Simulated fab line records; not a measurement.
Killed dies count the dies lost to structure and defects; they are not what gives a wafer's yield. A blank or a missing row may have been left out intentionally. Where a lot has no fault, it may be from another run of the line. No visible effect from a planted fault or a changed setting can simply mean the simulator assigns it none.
fab line records	flow gf180mcu
[record] lots = 5	wafers = 15	last_day = 35
route steps=602 shown M1@327 V1@335 M2@362
lots with no fault: from the same line, run without faults
start_h: hours from the record's opening day to when the first of the lot's shown wafers began	wait_h: hours since the lot's step before	" unchanged from the row above	L1.1+2: several wafers, shown together as one row	- no value, or no start given	* or withheld: withheld	< > ~ a bound
route shown NAME@n: NAME is a module with steps in the file, n the number in the route of the first one	usual: mean and standard deviation over wafers with no fault	same: alike in all rows	chamber/n: place in a boat	sites: the reading at each site	_std_site: the standard deviation of these	_edge_site: inner sites' mean taken away from outer sites' mean	radius_mm: for every site, how far away it sits from the centre of the wafer	mask NAME#n: copy n	behind: the most recent tool/chamber to have shaped the wafer	hold: why the lot went on hold/how many hours it stayed there/how the hold came to an end	device: the transistor (n, p or np) that didn't switch	end of line: tests of these same wafers at the route's end	a step with no rows: only its recipe	killed: count of dies lost to structure and defects at first sort (not the wafer's yield)	map: per-die view of a wafer (x killed, . not killed, _ where there is no die)
set.NAME: the setting that was run; set.NAME@STEP: the one run at that earlier step	model.NAME: the simulator's own value behind a step, which no gauge read
lots at some steps of the route; a table a step, a row a wafer
services: the hour from which a tool's chamber was out of use, counted from the record's first day as start_h (under 0 if before that day), plus the number of hours and why
[[steps]]
[step GF_M1_PEB_12]
[recipe] peb_temp_c = 135	peb_time_s = 90	resist = KrF
[step GF_M1_DEVELOP_13]
[recipe] develop_time_s = 60	dev_temp_c = 21
[step GF_M1_CD_MEAS_14]
[recipe] target_cd_nm = 230
[usual] cd_nm = 229.7/1.3
lot.wafer	tool	chamber	start_h	wait_h	cd_nm
L563.3	cd_sem-02	-	432.48	0.1	231.6
L563.5	"	-	"	"	230.7
L563.6	"	-	"	"	231.2
L565.2	cd_sem-01	-	445.01	0.1	228.6
L565.5	"	-	"	"	229.2
L565.6	"	-	"	"	229.9
L574.1	cd_sem-01	-	529.64	0.1	230.9
L574.3	"	-	"	"	230.0
L574.4	"	-	"	"	230.8
L581.2	cd_sem-02	-	575.21	0.1	230.7
L581.3	"	-	"	"	230.2
L581.5	"	-	"	"	229.9
L582.1	cd_sem-02	-	596.21	0.1	231.7
L582.2	"	-	"	"	230.2
L582.4	"	-	"	"	233.0
[step GF_M1_OVL_MEAS_15]
[usual] M1_OVL = -1/6.2
lot.wafer	tool	chamber	start_h	wait_h	M1_OVL[nm]
L563.3	overlay-02	-	432.57	0.1	0
L563.5	"	-	"	"	-1
L563.6	"	-	"	"	3
L565.2	overlay-01	-	445.12	0.1	-1
L565.5	"	-	"	"	-4
L565.6	"	-	"	"	-3
L574.1	overlay-01	-	529.76	0.1	5
L574.3	"	-	"	"	6
L574.4	"	-	"	"	0
L581.2	overlay-01	-	575.32	0.1	-3
L581.3	"	-	"	"	6
L581.5	"	-	"	"	9
L582.1	overlay-02	-	596.33	0.1	13
L582.2	"	-	"	"	-1
L582.4	"	-	"	"	2
[step GF_M1_METAL_ETCH_16]
[recipe] chemistry = Cl2/BCl3	mask_material = KrF	target_depth_nm = 750.8	stop_on = SiO2	pressure_mtorr = 8	icp_w = 800	bias_w = 140	Cl2_flow_sccm = 80	bcl3_flow_sccm = 40	time_s = 125.1
[step GF_M1_STRIP_17]
[recipe] chemistry = O2/N2	power_w = 1400	pressure_mtorr = 1500	platen_temp_c = 250	o2_flow_sccm = 3000	n2_flow_sccm = 300	overash_fraction = 0.5
[usual] drypump_motor_current_A = 5.6/0.52	heater_power_w = 322/26	o2_flow_sccm = 2999/8.7	oes_product_au = 0.538/0.005	strip_time_to_endpoint_s = 7.39/0.055
[same] overash_fraction = 0.5
lot.wafer	tool	chamber	start_h	wait_h	drypump_motor_current_A	heater_power_w	o2_flow_sccm	oes_product_au	rf_hours_counter_h	strip_time_to_endpoint_s
L563.3	plasma_asher-01	0	432.89	0.2	6.3	341	2982	0.534	-	7.37
L563.5	"	0	"	"	6.3	348	2992	0.533	-	7.37
L563.6	"	1	"	"	6.1	317	2996	0.541	-	7.36
L565.2	plasma_asher-02	1	445.41	0.2	5.4	366	3004	0.527	82	7.31
L565.5	"	0	"	"	4.7	285	2996	0.537	-	7.39
L565.6	"	1	"	"	5.4	374	3002	0.532	-	7.35
L574.1	plasma_asher-02	0	529.93	0.1	4.7	295	2994	0.538	90	7.52
L574.3	"	1	"	"	5.4	369	3006	0.533	-	7.38
L574.4	"	0	"	"	4.7	284	2999	0.548	-	7.54
L581.2	plasma_asher-03	0	575.48	0.1	5.2	326	2989	0.542	46	7.40
L581.3	"	1	"	"	5.6	294	2995	0.527	-	7.35
L581.5	"	1	"	"	5.7	294	3002	0.536	-	7.33
L582.1	plasma_asher-01	0	596.50	0.1	6.3	347	3000	0.544	80	7.43
L582.2	"	1	"	"	6.0	316	3009	0.537	80	7.34
L582.4	"	0	"	"	6.3	353	2980	0.532	-	7.37
[step GF_M1_STRIP_18]
[recipe] chemistry = post_etch_residue_remover	time_s = 1200	temp_c = 72.5
[step GF_M1_CLEAN_19]
[recipe] chemistry = DIW	dry = n2_spin
[step GF_V1_CVD_00]
[recipe] material = SiO2	target_thk_nm = 600	sigma_open_frac = 0.3	temp_c = 400	time_s = 100	sih4_flow_sccm = 60	pressure_mtorr = 6
[step GF_V1_THK_MEAS_01]
[recipe] reads = SiO2_of_V1_CVD_00
[usual] V1_CVD_00_THK = 604/6.2
lot.wafer	tool	chamber	start_h	wait_h	V1_CVD_00_THK[nm]
L563.3	film_metro-03	-	433.55	0.1	606
L563.5	"	-	"	"	608
L563.6	"	-	"	"	602
L565.2	film_metro-03	-	446.06	0.1	595
L565.5	"	-	"	"	603
L565.6	"	-	"	"	603
L574.1	film_metro-01	-	530.53	0.0	604
L574.3	"	-	"	"	611
L574.4	"	-	"	"	595
L581.2	film_metro-01	-	576.09	0.0	612
L581.3	"	-	"	"	613
L581.5	"	-	"	"	611
L582.1	film_metro-04	-	597.11	0.0	609
L582.2	"	-	"	"	605
L582.4	"	-	"	"	614
[step GF_V1_CVD_02]
[recipe] material = SiO2	target_thk_nm = 850	precursor = TEOS	temp_c = 400	time_s = 94.851	rf_w = 600
[usual] heater_power_w = 702/87
lot.wafer	tool	chamber	start_h	wait_h	heater_power_w
L563.3	pecvd-03	2	433.59	0.0	673
L563.5	"	1	"	"	785
L563.6	"	0	"	"	773
L565.2	pecvd-04	1	446.11	0.0	765
L565.5	"	0	"	"	563
L565.6	"	1	"	"	806
L574.1	pecvd-02	2	530.59	0.1	602
L574.3	"	0	"	"	539
L574.4	"	0	"	"	572
L581.2	pecvd-03	2	576.14	0.0	768
L581.3	"	1	"	"	839
L581.5	"	1	"	"	853
L582.1	pecvd-04	2	597.17	0.1	736
L582.2	"	0	"	"	657
L582.4	"	2	"	"	776
[step GF_V1_THK_MEAS_03]
[recipe] reads = SiO2_of_V1_CVD_02
[usual] V1_CVD_02_THK = 854/12
lot.wafer	tool	chamber	start_h	wait_h	V1_CVD_02_THK[nm]
L563.3	film_metro-01	-	433.68	0.1	854
L563.5	"	-	"	"	863
L563.6	"	-	"	"	863
L565.2	film_metro-01	-	446.19	0.0	851
L565.5	"	-	"	"	867
L565.6	"	-	"	"	874
L574.1	film_metro-04	-	530.66	0.0	847
L574.3	"	-	"	"	845
L574.4	"	-	"	"	864
L581.2	film_metro-01	-	576.22	0.0	861
L581.3	"	-	"	"	860
L581.5	"	-	"	"	874
L582.1	film_metro-04	-	597.24	0.0	859
L582.2	"	-	"	"	838
L582.4	"	-	"	"	867
[step GF_V1_CMP_04]
[recipe] material = SiO2	down_force_psi = 4	platen_rpm = 60	pad_velocity_m_s = 0.94248
[usual] motor_current_A = 11.6/1.8	platen_rpm = 59.99/0.04	time_to_endpoint_s = 83/5.3
lot.wafer	tool	chamber	start_h	wait_h	motor_current_A	platen_rpm	time_to_endpoint_s	model.SiO2_of_V1_CVD_02.thk_nm
L563.3	cmp-02	0	433.77	0.1	7.9	60.03	85	634.2
L563.5	"	3	"	"	10.5	59.98	85	632.5
L563.6	"	0	"	"	8.2	59.96	89	633.5
L565.2	cmp-02	0	446.39	0.2	7.8	60.02	104	585.8
L565.6	"	1	"	"	12.0	59.99	88	632.2
L565.5	"	2	"	"	12.3	60.00	84	632.9
L574.4	cmp-02	2	530.72	0.0	13.1	60.01	87	633.7
L574.1	"	0	"	"	8.2	60.00	83	631.7
L574.3	"	1	"	"	12.7	60.00	79	631.6
L581.3	cmp-02	1	578.34	2.1	12.7	60.00	79	633
L581.2	"	2	"	"	13.1	59.90	85	632.5
L581.5	"	2	"	"	12.5	59.98	89	633.1
L582.1	cmp-02	3	597.30	0.1	10.1	59.95	81	631.5
L582.2	"	1	"	"	12.5	60.01	74	632.8
L582.4	"	2	"	"	12.8	60.00	86	633.4
[step GF_V1_BOW_MEAS_05]
[recipe] mode = bow
[usual] V1_BOW = 82/6.7
lot.wafer	tool	chamber	start_h	wait_h	V1_BOW[um]
L563.3	film_metro-03	-	434.06	0.2	76
L563.5	"	-	"	"	78
L563.6	"	-	"	"	83
L565.2	film_metro-04	-	446.56	0.1	83
L565.5	"	-	"	"	83
L565.6	"	-	"	"	74
L574.1	film_metro-01	-	531.02	0.1	80
L574.3	"	-	"	"	72
L574.4	"	-	"	"	77
L581.2	film_metro-04	-	578.66	0.2	82
L581.3	"	-	"	"	79
L581.5	"	-	"	"	91
L582.1	film_metro-01	-	597.60	0.2	71
L582.2	"	-	"	"	83
L582.4	"	-	"	"	81
[step GF_V1_DEHYDRATE_06]
[recipe] temp_c = 200	time_s = 60
[step GF_V1_HMDS_07]
[recipe] prime_time_s = 60	prime_temp_c = 120
[step GF_V1_COAT_08]
[recipe] resist = BARC	temp_c = withheld	time_s = withheld	spin_rpm = withheld	resist_thk_nm = withheld
[step GF_V1_COAT_09]
[recipe] resist = KrF	spin_rpm = withheld	resist_thk_nm = 1000
[step GF_V1_SOFTBAKE_10]
[recipe] temp_c = 130	time_s = 60	resist = KrF
[step GF_V1_EXPOSE_11]
[recipe] mask_id = Via1	target_cd_nm = 260	na = 0.68	source_shape = conventional	sigma_outer = 0.6	dose_mj = 38
[step GF_V1_PEB_12]
[recipe] peb_temp_c = 135	peb_time_s = 90	resist = KrF
[step GF_V1_DEVELOP_13]
[recipe] develop_time_s = 60	resist = KrF	dev_temp_c = 21
[step GF_V1_CD_MEAS_14]
[recipe] target_cd_nm = 260
[usual] cd_nm = 260.2/1.3
lot.wafer	tool	chamber	start_h	wait_h	cd_nm
L563.3	cd_sem-01	-	457.80	0.1	261.2
L563.5	"	-	"	"	261.1
L563.6	"	-	"	"	260.6
L565.2	cd_sem-01	-	470.71	0.1	260.1
L565.5	"	-	"	"	260.2
L565.6	"	-	"	"	259.6
L574.1	cd_sem-01	-	553.66	0.1	260.9
L574.3	"	-	"	"	261.4
L574.4	"	-	"	"	260.8
L581.2	cd_sem-02	-	599.91	0.2	261.3
L581.3	"	-	"	"	260.0
L581.5	"	-	"	"	260.4
L582.1	cd_sem-01	-	618.36	0.1	257.9
L582.2	"	-	"	"	258.7
L582.4	"	-	"	"	257.7
[step GF_V1_OVL_MEAS_15]
[usual] V1_OVL = -2/4
lot.wafer	tool	chamber	start_h	wait_h	V1_OVL[nm]
L563.3	overlay-02	-	457.89	0.1	-3
L563.5	"	-	"	"	-6
L563.6	"	-	"	"	-2
L565.2	overlay-02	-	470.82	0.1	-3
L565.5	"	-	"	"	-5
L565.6	"	-	"	"	-3
L574.1	overlay-02	-	553.78	0.1	2
L574.3	"	-	"	"	-1
L574.4	"	-	"	"	-2
L581.2	overlay-02	-	600.01	0.1	-7
L581.3	"	-	"	"	-4
L581.5	"	-	"	"	-5
L582.1	overlay-01	-	618.48	0.1	1
L582.2	"	-	"	"	0
L582.4	"	-	"	"	1
[step GF_V1_ETCH_16]
[recipe] chemistry = N2/H2	target_depth_a = withheld	overetch_a = withheld	time_s = withheld	target = BARC	ion_energy_ev = 200	source_w = 500	bias_w = 100	pressure_mtorr = 30	n2_flow_sccm = 100	h2_flow_sccm = 200
[usual] drypump_motor_current_A = 5.7/0.38	oes_product_au = 0.854/0.0052	throttle_valve_pct = 13.223/0.0091
lot.wafer	tool	chamber	start_h	wait_h	drypump_motor_current_A	oes_product_au	throttle_valve_pct
L563.3	rie_diel-02	1	457.92	0.0	5.8	0.858	13.236
L563.5	"	0	"	"	5.5	0.849	13.220
L563.6	"	3	"	"	6.0	0.849	13.226
L565.2	rie_diel-01	3	470.85	0.0	5.8	0.858	13.239
L565.5	"	3	"	"	5.8	0.858	13.215
L565.6	"	0	"	"	5.0	0.854	13.216
L574.1	rie_diel-04	1	553.81	0.0	5.5	0.856	13.229
L574.3	"	0	"	"	5.9	0.858	13.214
L574.4	"	1	"	"	5.5	0.859	13.217
L581.2	rie_diel-02	3	600.04	0.0	6.1	0.863	13.229
L581.3	"	0	"	"	5.5	0.854	13.211
L581.5	"	1	"	"	5.8	0.860	13.228
L582.1	rie_diel-01	1	618.52	0.0	6.7	0.861	13.212
L582.2	"	2	"	"	5.2	0.848	13.228
L582.4	"	3	"	"	5.8	0.861	13.224
[step GF_V1_ETCH_17]
[recipe] chemistry = C4F8/O2/Ar	mask_material = KrF	target = SiO2	stop_on = TiN	source_w = 1500	bias_w = 1200	pressure_mtorr = 40	c4f8_flow_sccm = withheld	O2_flow_sccm = 6	Ar_flow_sccm = 300	time_s = withheld	target_depth_a = 6300
[usual] oes_product_au = 0.856/0.0041
lot.wafer	tool	chamber	start_h	wait_h	oes_product_au	model.etch.depth_nm	model.V1.feature_depth_nm
L563.3	rie_diel-02	1	-	-	0.856	634.2	634.2
L563.5	"	0	"	"	0.853	632.5	632.5
L563.6	"	3	"	"	0.858	633.5	633.5
L565.2	rie_diel-01	3	-	-	0.817	585.8	585.8
L565.5	"	3	"	"	0.856	632.9	632.9
L565.6	"	0	"	"	0.858	632.2	632.2
L574.1	rie_diel-04	1	-	-	0.852	631.7	631.7
L574.3	"	0	"	"	0.850	631.6	631.6
L574.4	"	1	"	"	0.856	633.7	633.7
L581.2	rie_diel-02	3	-	-	0.863	632.5	632.5
L581.3	"	0	"	"	0.850	633	633
L581.5	"	1	"	"	0.856	633.1	633.1
L582.1	rie_diel-01	1	-	-	0.857	631.5	631.5
L582.2	"	2	"	"	0.854	632.8	632.8
L582.4	"	3	"	"	0.854	633.4	633.4
[step GF_V1_STRIP_18]
[recipe] chemistry = O2/N2	power_w = 1400	pressure_mtorr = 1500	platen_temp_c = 250	o2_flow_sccm = 3000	n2_flow_sccm = 300	overash_fraction = 0.5
[usual] drypump_motor_current_A = 5.3/0.43	heater_power_w = 327/32	o2_flow_sccm = 3000/8.3	oes_product_au = 0.592/0.0049
[same] overash_fraction = 0.5
lot.wafer	tool	chamber	start_h	wait_h	drypump_motor_current_A	heater_power_w	o2_flow_sccm	oes_product_au	rf_hours_counter_h
L563.3	plasma_asher-02	0	458.08	-	4.7	294	2999	0.597	-
L563.5	"	1	"	"	5.4	368	2990	0.590	-
L563.6	"	0	"	"	4.7	292	3009	0.585	-
L565.2	plasma_asher-02	1	470.98	-	5.4	361	2995	0.590	84
L565.5	"	0	"	"	4.7	292	3011	0.598	-
L565.6	"	1	"	"	5.4	373	3004	0.587	-
L574.1	plasma_asher-02	0	553.94	-	4.7	289	2994	0.586	93
L574.3	"	1	"	"	5.4	364	2989	0.589	-
L574.4	"	0	"	"	4.7	288	3005	0.598	-
L581.2	plasma_asher-02	1	600.17	-	5.5	365	3001	0.586	97
L581.3	"	1	"	"	5.5	372	2995	0.599	-
L581.5	"	1	"	"	5.5	366	3024	0.594	-
L582.1	plasma_asher-02	1	618.65	-	5.5	368	3005	0.596	99
L582.2	"	0	"	"	4.7	294	3000	0.590	99
L582.4	"	1	"	"	5.5	369	3004	0.602	-
[step GF_V1_STRIP_19]
[recipe] chemistry = post_etch_residue_remover	time_s = 1200	temp_c = 72.5
[step GF_V1_CLEAN_20]
[recipe] chemistry = DIW	dry = n2_spin
[step GF_V1_SPUTTER_21]
[recipe] material = Ti	target_thk_nm = 15	chamber_pressure_pa = 5	power_w = 2500	substrate_temp_c = 200	time_s = 80.02
[step GF_V1_SPUTTER_22]
[recipe] material = TiN	target_thk_nm = 10	chamber_pressure_pa = 5	power_w = 4000	time_s = 40
[step GF_V1_CVD_23]
[recipe] material = W	target_thk_nm = 350	time_s = 105.05	temp_c = 400	pressure_torr = 40
[usual] heater_power_w = 835/51
lot.wafer	tool	chamber	start_h	wait_h	heater_power_w
L563.3	cvd_w-02	1	459.06	0.1	769
L563.5	"	1	"	"	778
L563.6	"	0	"	"	887
L565.2	cvd_w-01	1	471.61	0.0	809
L565.5	"	1	"	"	834
L565.6	"	0	"	"	843
L574.1	cvd_w-02	0	554.61	0.0	888
L574.3	"	1	"	"	758
L574.4	"	0	"	"	901
L581.2	cvd_w-02	0	600.99	0.0	917
L581.3	"	0	"	"	928
L581.5	"	0	"	"	921
L582.1	cvd_w-02	0	619.28	0.0	894
L582.2	"	1	"	"	776
L582.4	"	0	"	"	900
[step GF_V1_RS_MEAS_24]
[recipe] thk_meas_gauge = four-point-probe	reads = W_of_V1_CVD_23+TiN_of_V1_SPUTTER_22+Ti_of_V1_SPUTTER_21
[usual] V1_W_RS = 0.325/0.0047
lot.wafer	tool	chamber	start_h	wait_h	V1_W_RS[ohm/sq]
L563.3	film_metro-01	-	459.17	0.1	0.317
L563.5	"	-	"	"	0.317
L563.6	"	-	"	"	0.324
L565.2	film_metro-03	-	471.74	0.1	0.327
L565.5	"	-	"	"	0.331
L565.6	"	-	"	"	0.319
L574.1	film_metro-04	-	554.72	0.1	0.322
L574.3	"	-	"	"	0.324
L574.4	"	-	"	"	0.325
L581.2	film_metro-04	-	601.12	0.1	0.330
L581.3	"	-	"	"	0.331
L581.5	"	-	"	"	0.329
L582.1	film_metro-03	-	619.39	0.1	0.327
L582.2	"	-	"	"	0.324
L582.4	"	-	"	"	0.326
[step GF_V1_THK_MEAS_25]
[recipe] thk_meas_gauge = xrf	reads = W_of_V1_CVD_23
[usual] V1_W_THK = 357/5.9
lot.wafer	tool	chamber	start_h	wait_h	V1_W_THK[nm]
L563.3	film_metro-01	-	459.27	0.1	365
L563.5	"	-	"	"	366
L563.6	"	-	"	"	359
L565.2	film_metro-03	-	471.85	0.1	359
L565.5	"	-	"	"	354
L565.6	"	-	"	"	364
L574.1	film_metro-04	-	554.84	0.1	362
L574.3	"	-	"	"	359
L574.4	"	-	"	"	358
L581.2	film_metro-04	-	601.23	0.1	352
L581.3	"	-	"	"	352
L581.5	"	-	"	"	353
L582.1	film_metro-03	-	619.51	0.1	356
L582.2	"	-	"	"	357
L582.4	"	-	"	"	355
[step GF_V1_CMP_26]
[recipe] stop_on = SiO2	down_force_psi = 3.5	platen_rpm = 60	t_overpolish_s = 15	target_thk_nm = 0	pad_velocity_m_s = 0.94248
[usual] motor_current_A = 11.0/1.3	platen_rpm = 60.00/0.04
lot.wafer	tool	chamber	start_h	wait_h	motor_current_A	platen_rpm	model.SiO2_of_V1_CVD_02.thk_nm
L563.3	cmp-02	3	459.46	0.2	9.9	60.07	630.5
L563.6	"	0	"	"	7.5	60.02	629.7
L563.5	"	1	"	"	11.9	60.05	628.7
L565.2	cmp-02	0	471.90	0.0	7.6	60.03	582.1
L565.6	"	0	"	"	7.4	60.04	628.4
L565.5	"	1	"	"	11.2	60.01	629.1
L574.4	cmp-01	3	554.95	0.1	12.4	59.94	629.9
L574.3	"	0	"	"	10.5	59.94	627.8
L574.1	"	1	"	"	12.1	60.01	627.9
L581.3	cmp-01	3	601.34	0.1	12.4	60.02	629.3
L581.2	"	2	"	"	10.6	60.00	628.8
L581.5	"	0	"	"	11.2	60.03	629.3
L582.2	cmp-02	1	619.57	0.0	11.9	60.02	629
L582.1	"	2	"	"	12.2	60.00	627.7
L582.4	"	3	"	"	9.2	60.03	629.7
[step GF_M2_SPUTTER_00]
[recipe] material = Ti	target_thk_nm = 37.5	arriving_ion_energy_ev = 80	substrate_temp_c = 200	chamber_pressure_pa = 2	power_w = 4000	time_s = 150
[[services]]
tool	chamber	start_h	hours	kind
rie_diel-04	1	414.41	3.2	repair
cmp-01	-	425.49	0.6	repair
cmp-02	-	437.97	2.5	repair
cmp-01	-	463.14	0.3	repair
rie_diel-01	1	465.30	36.2	repair
cmp-01	-	469.46	11.1	pm
rie_diel-04	-	469.82	4.0	pm
cmp-02	-	487.67	3.4	pm
rie_diel-02	-	494.04	14.6	pm
cmp-01	-	496.24	0.9	repair
pecvd-03	0	496.79	22.2	repair
pecvd-04	0	507.82	5.3	repair
cmp-02	-	513.54	16.3	pm
rie_diel-01	0	529.31	15.6	repair
rie_diel-02	1	533.03	23.1	repair
pecvd-03	0	535.58	4.8	repair
pecvd-03	-	539.66	5.3	repair
rie_diel-04	-	545.80	1.4	repair
pecvd-04	1	547.78	7.2	repair
cmp-02	-	555.39	6.4	pm
rie_diel-02	2	561.30	14.2	repair
rie_diel-01	-	568.48	2.8	pm
plasma_asher-02	-	571.81	6.5	pm
cmp-02	-	572.24	4.0	pm
[[key]]
[first_sign] step = GF_V1_CMP_04	reading = time_to_endpoint_s	direction = up	sigmas = 4	usual = *	struck = *
[effect] step = GF_V1_ETCH_17	reading = oes_product_au	direction = down	sigmas = 9.5	usual = 0.856	struck = 0.817
[model_effect] step = GF_V1_CMP_04	value = SiO2_of_V1_CVD_02.thk_nm	without = 633.3	struck = 585.8
[model_effect] step = GF_V1_ETCH_17	value = etch.depth_nm	without = 633.3	struck = 585.8
[model_effect] step = GF_V1_CMP_26	value = SiO2_of_V1_CVD_02.thk_nm	without = 629.5	struck = 582.1
met_at GF_V1_CMP_04
struck_wafers L565.2
onset_between 433.77 446.39
[fault] kind = process_parameter_drift	tool = cmp-02	chamber = 0	onset_h = 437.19	steps = GF_V1_CMP_04	channel = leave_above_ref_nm	offset = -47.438	shape = step	end_h = 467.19	acts_in = these_recipes_only	stated = 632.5
